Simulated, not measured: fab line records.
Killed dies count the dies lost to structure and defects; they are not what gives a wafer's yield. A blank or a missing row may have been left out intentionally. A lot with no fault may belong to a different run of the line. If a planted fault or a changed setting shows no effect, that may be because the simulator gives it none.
fab line records -- flow sky130
record: lots: 6, wafers: 18, last_day: 49
route steps=708 shown VIA2@522 METAL3@532 CAPM@537 PAD_OPEN@708
lots that met no fault: from a run of the same line without faults
start_h: start of the lot's first displayed wafer, in hours after the record's first day -- wait_h: hours elapsed since this lot's preceding step -- " the same as in the row above -- L1.1+2: one row covering several wafers at once -- - no value, or no start given -- * or withheld: withheld -- < > ~ a bound
route shown NAME@n: NAME is a module with steps in the file, n the number in the route of the first one -- usual: mean and standard deviation over wafers with no fault -- same: alike in all rows -- chamber/n: place in a boat -- sites: the reading at each site -- _std_site: standard deviation across them -- _edge_site: outer sites' mean less inner sites' -- radius_mm: for every site, how far away it sits from the centre of the wafer -- mask NAME#n: copy n -- behind: the most recent tool/chamber to have shaped the wafer -- hold: cause of the lot's hold/its duration in hours/its outcome -- device: whichever transistor did not switch (one of n, p or np) -- end of line: tests run on the same wafers once the route is complete -- a step without rows: its recipe alone -- killed: at the first sort, the dies lost to defects and structure; wafer yield is something else -- map: per-die view of a wafer (x killed, . not killed, _ where there is no die)
set.NAME: the setting the step ran with; set.NAME@STEP: the setting that earlier step ran with -- model.NAME: the simulator's own value behind a step, which no gauge read
lots seen at some steps along the route; tables by step, rows by wafer
services: from which hour (start_h, from the record's first day; less than 0 if before it) a tool's chamber was out of use, for how many hours, and why
== steps ==
step: SKY_VIA2_ETCH_15
recipe: target: SiO2, chemistry: C4F8/O2/Ar, target_depth_nm: 546, stop_on: TiN, mask_material: KrF-thick, source_w: 1500, bias_w: 1200, pressure_mtorr: 40, c4f8_flow_sccm: withheld, O2_flow_sccm: 6, Ar_flow_sccm: 300, time_s: 84
step: SKY_VIA2_STRIP_16
recipe: chemistry: O2/N2, power_w: 1400, pressure_mtorr: 1500, platen_temp_c: withheld, o2_flow_sccm: 3000, n2_flow_sccm: 300, overash_fraction: 0.5
step: SKY_VIA2_STRIP_17
recipe: chemistry: post_etch_residue_remover, time_s: 1200, temp_c: 72.5
step: SKY_VIA2_CLEAN_18
recipe: chemistry: IPA, time_s: 180, temp_c: 25
step: SKY_VIA2_CLEAN_19
recipe: chemistry: O3/DIW, dry: n2_spin
step: SKY_VIA2_SPUTTER_20
recipe: material: TiN, target_thk_nm: 20, chamber_pressure_pa: 5, power_w: 4000, time_s: 80
step: SKY_VIA2_CVD_21
recipe: material: W, target_thk_nm: 420, time_s: 126.4, temp_c: 400, pressure_torr: 40
step: SKY_VIA2_RS_MEAS_22
recipe: thk_meas_gauge: four-point-probe, reads: W_of_VIA2_CVD_21+TiN_of_VIA2_SPUTTER_20
usual: VIA2_W_RS: 0.2743/0.0028
lot.wafer,tool,chamber,start_h,wait_h,VIA2_W_RS[ohm/sq]
L439.1,film_metro-02,-,855.85,0.1,0.2722
L439.4,film_metro-02,-,855.85,0.1,0.2719
L439.5,film_metro-02,-,855.85,0.1,0.2720
L441.2,film_metro-03,-,866.50,0.1,0.2746
L441.5,film_metro-03,-,866.50,0.1,0.2724
L441.6,film_metro-03,-,866.50,0.1,0.2747
L444.1,film_metro-04,-,891.86,0.1,0.2712
L444.3,film_metro-04,-,891.86,0.1,0.2700
L444.5,film_metro-04,-,891.86,0.1,0.2728
L448.4,film_metro-04,-,918.39,0.1,0.2760
L448.5,film_metro-04,-,918.39,0.1,0.2783
L448.6,film_metro-04,-,918.39,0.1,0.2764
L450.1,film_metro-04,-,942.61,0.1,0.2721
L450.3,film_metro-04,-,942.61,0.1,0.2750
L450.4,film_metro-04,-,942.61,0.1,0.2743
L458.2,film_metro-02,-,984.64,0.1,0.2723
L458.3,film_metro-02,-,984.64,0.1,0.2716
L458.4,film_metro-02,-,984.64,0.1,0.2739
step: SKY_VIA2_THK_MEAS_23
recipe: thk_meas_gauge: xrf, reads: W_of_VIA2_CVD_21
usual: VIA2_W_THK: 394/4.5
lot.wafer,tool,chamber,start_h,wait_h,VIA2_W_THK[nm]
L439.1,film_metro-02,-,855.97,0.1,391
L439.4,film_metro-02,-,855.97,0.1,392
L439.5,film_metro-02,-,855.97,0.1,395
L441.2,film_metro-03,-,866.61,0.1,399
L441.5,film_metro-03,-,866.61,0.1,401
L441.6,film_metro-03,-,866.61,0.1,399
L444.1,film_metro-04,-,891.98,0.1,401
L444.3,film_metro-04,-,891.98,0.1,403
L444.5,film_metro-04,-,891.98,0.1,399
L448.4,film_metro-04,-,918.48,0.1,393
L448.5,film_metro-04,-,918.48,0.1,393
L448.6,film_metro-04,-,918.48,0.1,393
L450.1,film_metro-04,-,942.73,0.1,395
L450.3,film_metro-04,-,942.73,0.1,388
L450.4,film_metro-04,-,942.73,0.1,388
L458.2,film_metro-02,-,984.75,0.1,396
L458.3,film_metro-02,-,984.75,0.1,397
L458.4,film_metro-02,-,984.75,0.1,392
step: SKY_VIA2_CMP_24
recipe: stop_on: SiO2, t_overpolish_s: 20, down_force_psi: 3.5, platen_rpm: 60, target_thk_nm: 0, pad_velocity_m_s: 0.94248
usual: motor_current_A: 11.5/1.2, overpolish_run_s: 20.000/0.009, time_to_endpoint_s: 99.4/2.8
lot.wafer,tool,chamber,start_h,wait_h,motor_current_A,overpolish_run_s,time_to_endpoint_s
L439.1,cmp-01,0,856.13,0.1,10.8,19.987,94.7
L439.4,cmp-01,1,856.13,0.1,10.8,20.011,102.2
L439.5,cmp-01,2,856.13,0.1,9.1,19.994,97.0
L441.2,cmp-02,1,866.88,0.3,13.9,19.999,98.1
L441.6,cmp-02,3,866.88,0.3,11.2,19.995,100.3
L441.5,cmp-02,0,866.88,0.3,12.0,20.004,102.3
L444.3,cmp-01,2,892.09,0.1,9.3,20.002,100.5
L444.1,cmp-01,0,892.09,0.1,10.3,19.987,96.0
L444.5,cmp-01,2,892.09,0.1,10.0,20.006,101.1
L448.4,cmp-02,2,918.66,0.2,10.8,19.997,101.4
L448.6,cmp-02,3,918.66,0.2,10.5,20.005,104.5
L448.5,cmp-02,0,918.66,0.2,11.8,20.004,98.8
L450.3,cmp-02,2,942.79,0.0,10.7,19.999,104.7
L450.4,cmp-02,3,942.79,0.0,10.7,19.991,103.8
L450.1,cmp-02,0,942.79,0.0,12.0,20.004,105.1
L458.4,cmp-01,1,984.80,0.0,11.1,19.996,102.2
L458.2,cmp-01,2,984.80,0.0,9.7,20.002,100.7
L458.3,cmp-01,3,984.80,0.0,11.9,20.006,97.7
step: SKY_METAL3_SPUTTER_00
recipe: material: Ti, target_thk_nm: 15, power_w: 3000, time_s: 10, chamber_pressure_pa: 0.4
step: SKY_METAL3_SPUTTER_01
recipe: material: TiN, target_thk_nm: 20, power_w: 6500, time_s: 16.7, chamber_pressure_pa: 0.4
usual: throttle_valve_pct: 30.6/1
lot.wafer,tool,chamber,start_h,wait_h,throttle_valve_pct
L439.1,pvd_sputter-03,-,856.35,0.0,32.1
L439.4,pvd_sputter-03,-,856.35,0.0,31.7
L439.5,pvd_sputter-03,-,856.35,0.0,31.9
L441.2,pvd_sputter-02,-,867.11,0.0,30.4
L441.5,pvd_sputter-02,-,867.11,0.0,31.3
L441.6,pvd_sputter-02,-,867.11,0.0,30.5
L444.1,pvd_sputter-03,-,892.36,0.0,30.2
L444.3,pvd_sputter-03,-,892.36,0.0,31.8
L444.5,pvd_sputter-03,-,892.36,0.0,32.1
L448.4,pvd_sputter-02,-,918.83,0.0,30.1
L448.5,pvd_sputter-02,-,918.83,0.0,30.2
L448.6,pvd_sputter-02,-,918.83,0.0,30.2
L450.1,pvd_sputter-02,-,943.11,0.0,31.2
L450.3,pvd_sputter-02,-,943.11,0.0,30.4
L450.4,pvd_sputter-02,-,943.11,0.0,30.0
L458.2,pvd_sputter-03,-,985.12,0.0,28.7
L458.3,pvd_sputter-03,-,985.12,0.0,32.0
L458.4,pvd_sputter-03,-,985.12,0.0,30.4
step: SKY_METAL3_SPUTTER_02
recipe: material: AlCu, target_thk_nm: 735, power_w: 10600, time_s: 39.1, chamber_pressure_pa: 0.4
usual: throttle_valve_pct: 30.6/1
lot.wafer,tool,chamber,start_h,wait_h,throttle_valve_pct,model.AlCu_of_METAL3_SPUTTER_02.thk_nm
L439.1,pvd_sputter-03,-,856.38,0.0,32.1,739.6
L439.4,pvd_sputter-03,-,856.38,0.0,31.9,742.4
L439.5,pvd_sputter-03,-,856.38,0.0,32.1,736.7
L441.2,pvd_sputter-02,-,867.13,0.0,30.5,749.9
L441.5,pvd_sputter-02,-,867.13,0.0,31.2,741.8
L441.6,pvd_sputter-02,-,867.13,0.0,30.3,746.6
L444.1,pvd_sputter-03,-,892.39,0.0,29.9,734.4
L444.3,pvd_sputter-03,-,892.39,0.0,31.9,731.8
L444.5,pvd_sputter-03,-,892.39,0.0,32.0,729.5
L448.4,pvd_sputter-02,-,918.86,0.0,29.9,750.3
L448.5,pvd_sputter-02,-,918.86,0.0,30.4,955.5
L448.6,pvd_sputter-02,-,918.86,0.0,30.3,751.5
L450.1,pvd_sputter-02,-,943.13,0.0,31.0,741
L450.3,pvd_sputter-02,-,943.13,0.0,30.3,947.9
L450.4,pvd_sputter-02,-,943.13,0.0,30.2,730.1
L458.2,pvd_sputter-03,-,985.14,0.0,29.0,740.8
L458.3,pvd_sputter-03,-,985.14,0.0,32.2,736.1
L458.4,pvd_sputter-03,-,985.14,0.0,30.0,743.8
step: SKY_METAL3_SPUTTER_03
recipe: material: Ti, target_thk_nm: 5, power_w: 3000, time_s: 3.3, chamber_pressure_pa: 0.4
usual: throttle_valve_pct: 30.6/1
lot.wafer,tool,chamber,start_h,wait_h,throttle_valve_pct
L439.1,pvd_sputter-03,-,856.41,0.0,32.1
L439.4,pvd_sputter-03,-,856.41,0.0,31.9
L439.5,pvd_sputter-03,-,856.41,0.0,32.2
L441.2,pvd_sputter-02,-,867.17,0.0,30.2
L441.5,pvd_sputter-02,-,867.17,0.0,30.8
L441.6,pvd_sputter-02,-,867.17,0.0,30.2
L444.1,pvd_sputter-03,-,892.42,0.0,30.1
L444.3,pvd_sputter-03,-,892.42,0.0,31.9
L444.5,pvd_sputter-03,-,892.42,0.0,32.0
L448.4,pvd_sputter-02,-,918.90,0.0,30.3
L448.5,pvd_sputter-02,-,918.90,0.0,30.4
L448.6,pvd_sputter-02,-,918.90,0.0,30.3
L450.1,pvd_sputter-02,-,943.17,0.0,30.9
L450.3,pvd_sputter-02,-,943.17,0.0,30.1
L450.4,pvd_sputter-02,-,943.17,0.0,30.0
L458.2,pvd_sputter-03,-,985.18,0.0,29.0
L458.3,pvd_sputter-03,-,985.18,0.0,31.8
L458.4,pvd_sputter-03,-,985.18,0.0,30.0
step: SKY_METAL3_SPUTTER_04
recipe: material: TiN, target_thk_nm: 70, power_w: 6500, time_s: 58.3, chamber_pressure_pa: 0.4
usual: throttle_valve_pct: 30.6/1
lot.wafer,tool,chamber,start_h,wait_h,throttle_valve_pct
L439.1,pvd_sputter-03,-,856.43,0.0,31.9
L439.4,pvd_sputter-03,-,856.43,0.0,31.9
L439.5,pvd_sputter-03,-,856.43,0.0,32.1
L441.2,pvd_sputter-02,-,867.19,0.0,30.3
L441.5,pvd_sputter-02,-,867.19,0.0,31.1
L441.6,pvd_sputter-02,-,867.19,0.0,30.2
L444.1,pvd_sputter-03,-,892.44,0.0,30.2
L444.3,pvd_sputter-03,-,892.44,0.0,32.2
L444.5,pvd_sputter-03,-,892.44,0.0,32.2
L448.4,pvd_sputter-02,-,918.92,0.0,30.3
L448.5,pvd_sputter-02,-,918.92,0.0,29.9
L448.6,pvd_sputter-02,-,918.92,0.0,30.5
L450.1,pvd_sputter-02,-,943.19,0.0,31.0
L450.3,pvd_sputter-02,-,943.19,0.0,30.2
L450.4,pvd_sputter-02,-,943.19,0.0,30.2
L458.2,pvd_sputter-03,-,985.20,0.0,29.0
L458.3,pvd_sputter-03,-,985.20,0.0,32.3
L458.4,pvd_sputter-03,-,985.20,0.0,30.1
step: SKY_CAPM_CVD_00
recipe: material: SiO2, target_thk_nm: 15.5, temp_c: 400, time_s: withheld, rf_w: 450
usual: heater_power_w: 704/89
lot.wafer,tool,chamber,start_h,wait_h,heater_power_w
L439.1,pecvd-03,2,856.48,0.0,688
L439.4,pecvd-03,1,856.48,0.0,865
L439.5,pecvd-03,2,856.48,0.0,670
L441.2,pecvd-01,2,867.24,0.0,709
L441.5,pecvd-01,0,867.24,0.0,621
L441.6,pecvd-01,2,867.24,0.0,708
L444.1,pecvd-02,0,892.49,0.0,735
L444.3,pecvd-02,1,892.49,0.0,671
L444.5,pecvd-02,1,892.49,0.0,677
L448.4,pecvd-03,2,918.98,0.0,710
L448.5,pecvd-03,0,918.98,0.0,703
L448.6,pecvd-03,1,918.98,0.0,862
L450.1,pecvd-02,1,943.24,0.0,674
L450.3,pecvd-02,2,943.24,0.0,762
L450.4,pecvd-02,2,943.24,0.0,752
L458.2,pecvd-02,1,985.25,0.0,623
L458.3,pecvd-02,2,985.25,0.0,783
L458.4,pecvd-02,0,985.25,0.0,679
step: SKY_CAPM_THK_MEAS_01
recipe: reads: SiO2_of_CAPM_CVD_00
usual: CAPM_CVD_00_THK: 15.44/0.21
lot.wafer,tool,chamber,start_h,wait_h,CAPM_CVD_00_THK[nm]
L439.1,film_metro-01,-,856.50,-,15.44
L439.4,film_metro-01,-,856.50,-,15.64
L439.5,film_metro-01,-,856.50,-,15.71
L441.2,film_metro-04,-,867.27,-,15.38
L441.5,film_metro-04,-,867.27,-,15.46
L441.6,film_metro-04,-,867.27,-,15.55
L444.1,film_metro-04,-,892.51,-,15.06
L444.3,film_metro-04,-,892.51,-,15.37
L444.5,film_metro-04,-,892.51,-,15.65
L448.4,film_metro-01,-,919.02,-,15.42
L448.5,film_metro-01,-,919.02,-,15.38
L448.6,film_metro-01,-,919.02,-,15.42
L450.1,film_metro-02,-,943.26,-,15.39
L450.3,film_metro-02,-,943.26,-,15.30
L450.4,film_metro-02,-,943.26,-,15.61
L458.2,film_metro-01,-,985.28,-,15.21
L458.3,film_metro-01,-,985.28,-,15.23
L458.4,film_metro-01,-,985.28,-,15.53
step: SKY_CAPM_SPUTTER_02
recipe: material: TiN, target_thk_nm: 200, temp_c: 300, power_w: 6500, time_s: 166.7, chamber_pressure_pa: 0.4
step: SKY_CAPM_RS_MEAS_03
recipe: thk_meas_gauge: four-point-probe, reads: TiN_of_CAPM_SPUTTER_02
usual: CAPM_TIN_RS: 6.92/0.076
lot.wafer,tool,chamber,start_h,wait_h,CAPM_TIN_RS[ohm/sq]
L439.1,film_metro-02,-,856.67,0.1,7.02
L439.4,film_metro-02,-,856.67,0.1,6.97
L439.5,film_metro-02,-,856.67,0.1,6.99
L441.2,film_metro-02,-,867.45,0.1,6.94
L441.5,film_metro-02,-,867.45,0.1,6.86
L441.6,film_metro-02,-,867.45,0.1,6.88
L444.1,film_metro-01,-,892.68,0.1,6.95
L444.3,film_metro-01,-,892.68,0.1,6.92
L444.5,film_metro-01,-,892.68,0.1,6.99
L448.4,film_metro-02,-,919.22,0.1,6.84
L448.5,film_metro-02,-,919.22,0.1,6.83
L448.6,film_metro-02,-,919.22,0.1,6.83
L450.1,film_metro-01,-,943.43,0.1,6.80
L450.3,film_metro-01,-,943.43,0.1,6.84
L450.4,film_metro-01,-,943.43,0.1,6.76
L458.2,film_metro-02,-,985.46,0.1,6.87
L458.3,film_metro-02,-,985.46,0.1,6.82
L458.4,film_metro-02,-,985.46,0.1,6.82
step: SKY_CAPM_THK_MEAS_04
recipe: thk_meas_gauge: xrf, reads: TiN_of_CAPM_SPUTTER_02
usual: CAPM_TIN_THK: 200.0/2.4
lot.wafer,tool,chamber,start_h,wait_h,CAPM_TIN_THK[nm]
L439.1,film_metro-02,-,856.79,0.1,198.1
L439.4,film_metro-02,-,856.79,0.1,198.5
L439.5,film_metro-02,-,856.79,0.1,197.9
L441.2,film_metro-02,-,867.56,0.1,198.4
L441.5,film_metro-02,-,867.56,0.1,200.3
L441.6,film_metro-02,-,867.56,0.1,199.5
L444.1,film_metro-01,-,892.80,0.1,199.8
L444.3,film_metro-01,-,892.80,0.1,200.4
L444.5,film_metro-01,-,892.80,0.1,198.5
L448.4,film_metro-02,-,919.31,0.1,202.7
L448.5,film_metro-02,-,919.31,0.1,202.9
L448.6,film_metro-02,-,919.31,0.1,203.8
L450.1,film_metro-01,-,943.55,0.1,205.2
L450.3,film_metro-01,-,943.55,0.1,202.9
L450.4,film_metro-01,-,943.55,0.1,205.5
L458.2,film_metro-02,-,985.57,0.1,201.0
L458.3,film_metro-02,-,985.57,0.1,202.9
L458.4,film_metro-02,-,985.57,0.1,202.6
step: SKY_CAPM_DEHYDRATE_05
recipe: temp_c: 200, time_s: 60
step: SKY_CAPM_HMDS_06
recipe: prime_time_s: 60, prime_temp_c: 120
step: SKY_CAPM_COAT_07
recipe: resist: NOVOLAK, spin_rpm: 3000, resist_thk_nm: 1140
step: SKY_CAPM_SOFTBAKE_08
recipe: temp_c: 90, time_s: 60, resist: NOVOLAK
step: SKY_CAPM_EXPOSE_09
recipe: mask_id: CAPM, na: 0.6, source_shape: conventional, sigma_outer: 0.6, polarization: unpolarized, target_cd_nm: 1000, dose_mj: 159
step: SKY_CAPM_PEB_10
recipe: temp_c: withheld, time_s: *, resist: NOVOLAK
step: SKY_CAPM_DEVELOP_11
recipe: resist: NOVOLAK, developer: TMAH, develop_time_s: 60, dev_temp_c: 23
step: SKY_CAPM_OVL_MEAS_12
usual: CAPM_OVL: -0.2/1.4
lot.wafer,tool,chamber,start_h,wait_h,CAPM_OVL[nm]
L439.1,overlay-02,-,882.65,0.1,-0.3
L439.4,overlay-02,-,882.65,0.1,-1.4
L439.5,overlay-02,-,882.65,0.1,-0.5
L441.2,overlay-01,-,893.25,0.1,-0.9
L441.5,overlay-01,-,893.25,0.1,-0.7
L441.6,overlay-01,-,893.25,0.1,0.5
L444.1,overlay-02,-,916.55,0.1,-0.4
L444.3,overlay-02,-,916.55,0.1,0.2
L444.5,overlay-02,-,916.55,0.1,1.3
L448.4,overlay-01,-,943.32,0.1,-0.1
L448.5,overlay-01,-,943.32,0.1,0.1
L448.6,overlay-01,-,943.32,0.1,-1.4
L450.1,overlay-02,-,967.57,0.1,2.0
L450.3,overlay-02,-,967.57,0.1,1.3
L450.4,overlay-02,-,967.57,0.1,0.6
L458.2,overlay-01,-,1007.92,0.1,-0.5
L458.3,overlay-01,-,1007.92,0.1,1.0
L458.4,overlay-01,-,1007.92,0.1,-0.3
step: SKY_CAPM_METAL_ETCH_13
recipe: target_depth_nm: 220, stop_on: SiO2, chemistry: Cl2/BCl3, target: TiN, pressure_mtorr: 10, icp_w: 900, bias_w: 48.5, Cl2_flow_sccm: 60, bcl3_flow_sccm: 30, time_s: 62.9
step: SKY_CAPM_STRIP_14
recipe: chemistry: O2/N2, power_w: 1400, pressure_mtorr: 1500, platen_temp_c: withheld, o2_flow_sccm: 3000, n2_flow_sccm: 300, overash_fraction: 0.5
step: SKY_CAPM_STRIP_15
recipe: chemistry: post_etch_residue_remover, time_s: 1200, temp_c: 72.5
step: SKY_CAPM_CLEAN_16
recipe: chemistry: IPA, time_s: 180, temp_c: 25
step: SKY_CAPM_CLEAN_17
recipe: chemistry: O3/DIW, dry: n2_spin
step: SKY_METAL3_DEHYDRATE_05
recipe: temp_c: 200, time_s: 60
step: SKY_METAL3_HMDS_06
recipe: prime_time_s: 60, prime_temp_c: 120
step: SKY_METAL3_COAT_07
recipe: resist: BARC, temp_c: withheld, time_s: withheld, spin_rpm: 3000, resist_thk_nm: 60
step: SKY_METAL3_COAT_08
recipe: resist: KrF-thick, spin_rpm: 3000, resist_thk_nm: 1140
step: SKY_METAL3_SOFTBAKE_09
recipe: temp_c: 100, time_s: 90, resist: KrF-thick
step: SKY_METAL3_EXPOSE_10
recipe: mask_id: MM3, na: 0.68, source_shape: annular, sigma_inner: 0.4, sigma_outer: 0.8, target_cd_nm: 300, dose_mj: 28
step: SKY_METAL3_PEB_11
recipe: peb_temp_c: withheld, peb_time_s: withheld, resist: KrF-thick
step: SKY_METAL3_DEVELOP_12
recipe: develop_time_s: 60, resist: KrF-thick, dev_temp_c: 21
step: SKY_METAL3_CD_MEAS_13
recipe: target_cd_nm: 300
usual: cd_nm: 300.2/1.3
lot.wafer,tool,chamber,start_h,wait_h,cd_nm
L439.1,cd_sem-02,-,908.67,-,301.5
L439.4,cd_sem-02,-,908.67,-,301.8
L439.5,cd_sem-02,-,908.67,-,301.1
L441.2,cd_sem-01,-,918.59,-,300.1
L441.5,cd_sem-01,-,918.59,-,299.1
L441.6,cd_sem-01,-,918.59,-,301.5
L444.1,cd_sem-01,-,941.37,-,300.8
L444.3,cd_sem-01,-,941.37,-,298.9
L444.5,cd_sem-01,-,941.37,-,299.7
L448.4,cd_sem-02,-,968.42,-,300.8
L448.5,cd_sem-02,-,968.42,-,301.4
L448.6,cd_sem-02,-,968.42,-,301.6
L450.1,cd_sem-01,-,991.61,-,300.4
L450.3,cd_sem-01,-,991.61,-,300.4
L450.4,cd_sem-01,-,991.61,-,300.7
L458.2,cd_sem-01,-,1030.79,-,302.4
L458.3,cd_sem-01,-,1030.79,-,301.9
L458.4,cd_sem-01,-,1030.79,-,302.0
step: SKY_METAL3_METAL_ETCH_18
recipe: target_depth_a: 8450, stop_on: SiO2, over_etch_frac: 0.3, time_s: 183.1, chemistry: Cl2/BCl3, resist_sidewall_deg: 88, pressure_mtorr: 10, icp_w: 900, bias_w: 48.5, Cl2_flow_sccm: 60, bcl3_flow_sccm: 30
usual: drypump_motor_current_A: 5.9/0.45, oes_product_au: 0.866/0.0065, throttle_valve_pct: 22.265/0.009
lot.wafer,tool,chamber,start_h,wait_h,drypump_motor_current_A,oes_product_au,rf_hours_counter_h,throttle_valve_pct
L439.1,rie_metal-04,1,909.11,0.0,5.5,0.869,2,22.264
L439.4,rie_metal-04,1,909.11,0.0,5.5,0.860,-,22.277
L439.5,rie_metal-04,1,909.11,0.0,5.5,0.869,-,22.270
L441.2,rie_metal-02,1,918.88,0.0,6.2,0.872,10,22.257
L441.5,rie_metal-02,0,918.88,0.0,5.8,0.865,-,22.271
L441.6,rie_metal-02,1,918.88,0.0,6.3,0.870,-,22.265
L444.1,rie_metal-01,1,941.68,0.0,5.1,0.866,10,22.258
L444.3,rie_metal-01,1,941.68,0.0,5.1,0.863,-,22.268
L444.5,rie_metal-01,0,941.68,0.0,6.2,0.869,-,22.253
L448.4,rie_metal-01,1,968.73,0.1,5.1,0.868,-,22.270
L448.5,rie_metal-01,1,968.73,0.1,5.1,1.001,-,22.263
L448.6,rie_metal-01,0,968.73,0.1,6.2,0.873,-,22.267
L450.1,rie_metal-04,1,991.92,0.0,5.5,0.864,5,22.271
L450.3,rie_metal-04,0,991.92,0.0,6.4,0.970,-,22.262
L450.4,rie_metal-04,1,991.92,0.0,5.5,0.856,-,22.255
L458.2,rie_metal-04,0,1031.14,0.1,6.4,0.871,-,22.248
L458.3,rie_metal-04,0,1031.14,0.1,6.4,0.871,-,22.268
L458.4,rie_metal-04,0,1031.14,0.1,6.4,0.871,-,22.265
step: SKY_PAD_OPEN_PROBE_99
lot.wafer,tool,chamber,start_h,wait_h,model.etest.met3_comb.leak_log10_a_um,model.etest.met3.line_ohm_um,model.etest.met3.rs_ohm_sq
L439.1,prober-02,-,1081.30,0.1,-12.08,0.1421,0.04256
L439.4,prober-02,-,1081.45,0.2,-11.96,0.139,0.04203
L439.5,prober-02,-,1081.50,0.2,-11.9,0.1404,0.04198
L441.2,prober-02,-,1089.39,0.1,-12.12,0.139,0.04192
L441.5,prober-02,-,1089.54,0.2,-11.88,0.1396,0.04186
L441.6,prober-02,-,1089.59,0.2,-12.05,0.1381,0.04208
L444.1,prober-01,-,1107.22,0.1,-11.97,0.1425,0.0431
L444.3,prober-01,-,1107.32,0.2,-11.81,0.1445,0.04291
L444.5,prober-01,-,1107.42,0.2,-12.16,0.1426,0.04346
L448.4,prober-01,-,1129.83,0.2,-12.27,0.138,0.04169
L448.5,prober-01,-,1129.88,0.2,-8.198,0.1079,0.03282
L448.6,prober-01,-,1129.93,0.2,-11.97,0.1376,0.04169
L450.1,prober-02,-,1147.97,0.1,-11.99,0.1391,0.04218
L450.3,prober-02,-,1148.07,0.2,-7.586,0.1107,0.033
L450.4,prober-02,-,1148.12,0.2,-12.13,0.1415,0.0433
L458.2,prober-01,-,1180.79,0.1,-12.06,0.143,0.04278
L458.3,prober-01,-,1180.84,0.2,-11.88,0.1439,0.04278
L458.4,prober-01,-,1180.89,0.2,-11.86,0.1415,0.04268
killed by level:class
L439.1 VIA2:geometric_particle:open=10 CONTACT:geometric_particle:open=9 METAL1:geometric_particle:short=8 VIA1:geometric_particle:open=8 FIELD_ISO:geometric_particle:short=5 VIA1:geometric_particle:short=5 METAL2:geometric_particle:short=5 VIA3:geometric_particle:open=5
L439.4 VIA1:geometric_particle:open=14 LOCAL_INTERCONNECT:geometric_particle:short=7 POLY_GATE:geometric_particle:short=6 LI_CONTACT:geometric_particle:open=6 VIA3:geometric_particle:open=6 CONTACT:geometric_particle:open=5 VIA2:geometric_particle:open=5 VIA3:geometric_particle:short=5
L439.5 VIA1:geometric_particle:open=11 CONTACT:geometric_particle:open=10 LOCAL_INTERCONNECT:geometric_particle:short=8 VIA2:geometric_particle:open=7 VIA3:geometric_particle:open=5 FIELD_ISO:geometric_particle:short=4 LI_CONTACT:geometric_particle:open=4 METAL1:geometric_particle:short=4
L441.2 VIA1:geometric_particle:open=13 CONTACT:geometric_particle:open=9 FIELD_ISO:geometric_particle:open=5 LI_CONTACT:geometric_particle:open=4 CONTACT:geometric_particle:short=4 METAL2:geometric_particle:short=4 VIA2:geometric_particle:short=4 VIA3:geometric_particle:open=4
L441.5 LI_CONTACT:geometric_particle:open=12 VIA1:geometric_particle:open=10 CONTACT:geometric_particle:open=9 CONTACT:geometric_particle:short=6 METAL2:geometric_particle:short=6 VIA2:geometric_particle:open=6 FIELD_ISO:geometric_particle:short=5 POLY_GATE:geometric_particle:short=5
L441.6 VIA1:geometric_particle:open=19 VIA3:geometric_particle:open=9 CONTACT:geometric_particle:short=7 METAL1:geometric_particle:short=6 FIELD_ISO:geometric_particle:short=5 LI_CONTACT:geometric_particle:open=5 VIA2:geometric_particle:open=5 POLY_GATE:geometric_particle:open=3
L444.1 VIA3:geometric_particle:open=9 CONTACT:geometric_particle:open=8 VIA1:geometric_particle:open=7 FIELD_ISO:geometric_particle:open=6 VIA3:geometric_particle:short=6 POLY_GATE:geometric_particle:open=5 VIA1:geometric_particle:short=5 METAL3:geometric_particle:short=5
L444.3 CONTACT:geometric_particle:open=17 VIA1:geometric_particle:open=12 FIELD_ISO:geometric_particle:open=7 METAL1:geometric_particle:short=6 VIA1:geometric_particle:short=6 LI_CONTACT:geometric_particle:open=5 METAL2:geometric_particle:open=4 FIELD_ISO:geometric_particle:short=3
L444.5 VIA1:geometric_particle:open=10 VIA2:geometric_particle:open=8 VIA1:geometric_particle:short=7 METAL1:geometric_particle:short=6 CONTACT:geometric_particle:open=5 POLY_GATE:geometric_particle:short=5 LI_CONTACT:geometric_particle:open=4 LI_CONTACT:geometric_particle:short=4
L458.2 CONTACT:geometric_particle:open=16 METAL1:geometric_particle:short=8 VIA1:geometric_particle:open=7 METAL2:geometric_particle:short=6 VIA2:geometric_particle:open=5 LI_CONTACT:geometric_particle:open=4 VIA1:geometric_particle:short=4 VIA3:geometric_particle:open=4
L458.3 VIA1:geometric_particle:open=12 METAL1:geometric_particle:short=10 LI_CONTACT:geometric_particle:open=7 METAL2:geometric_particle:short=7 CONTACT:geometric_particle:open=6 LOCAL_INTERCONNECT:geometric_particle:short=5 CONTACT:geometric_particle:short=5 FIELD_ISO:geometric_particle:short=4
L458.4 CONTACT:geometric_particle:open=11 VIA1:geometric_particle:open=9 LI_CONTACT:geometric_particle:open=8 VIA2:geometric_particle:open=8 VIA3:geometric_particle:open=6 FIELD_ISO:geometric_particle:open=4 METAL2:geometric_particle:short=4 FIELD_ISO:geometric_particle:short=3
== services ==
tool,chamber,start_h,hours,kind
rie_metal-04,-,836.74,0.5,repair
cmp-02,-,841.29,1.9,repair
pecvd-01,-,852.94,0.2,repair
cmp-02,-,855.28,5.1,pm
rie_metal-02,1,857.43,2.4,repair
rie_metal-02,0,862.28,19.8,repair
pvd_sputter-02,-,871.06,7.5,repair
pecvd-03,-,879.23,1.0,repair
pecvd-03,0,885.29,15.8,repair
cmp-02,-,885.91,0.3,repair
rie_metal-02,1,901.18,13.8,repair
pecvd-03,2,908.51,3.9,repair
cmp-01,-,911.56,3.7,repair
cmp-02,-,912.10,0.3,repair
cmp-01,-,915.25,4.0,pm
cmp-02,-,929.83,0.4,repair
pvd_sputter-02,-,934.72,4.6,repair
pvd_sputter-03,-,938.87,11.2,repair
rie_metal-01,-,944.82,4.3,pm
rie_metal-01,-,970.23,0.5,repair
pvd_sputter-03,-,988.03,3.4,repair
pecvd-01,1,999.91,17.4,repair
rie_metal-04,-,1013.40,0.1,repair
rie_metal-04,1,1019.89,15.9,repair
== key ==
first_sign: step: SKY_METAL3_METAL_ETCH_18, reading: oes_product_au, direction: up, sigmas: 18, usual: 0.866, struck: 0.986
effect none on later readings
model_effect: step: SKY_METAL3_SPUTTER_02, value: AlCu_of_METAL3_SPUTTER_02.thk_nm, without: 738.5, struck: 951.7
model_effect: step: SKY_PAD_OPEN_PROBE_99, value: etest.met3_comb.leak_log10_a_um, without: -11.96, struck: -7.892
met_at SKY_METAL3_SPUTTER_02
struck_wafers L448.5,L450.3
sort_left_out L448.5,L450.3
onset_between 867.13 918.86
fault: kind: process_parameter_drift, tool: pvd_sputter-02, chamber: -, onset_h: 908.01, steps: SKY_METAL3_SPUTTER_02, channel: target_thk_nm, offset: 213.12, shape: step, end_h: 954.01, scope: struck_wafers_only, acts_in: these_recipes_only, stated: 735
sort_left_out: the simulated sort isn't trusted on such a fault, so these wafers' sort isn't shown, and their yield isn't known
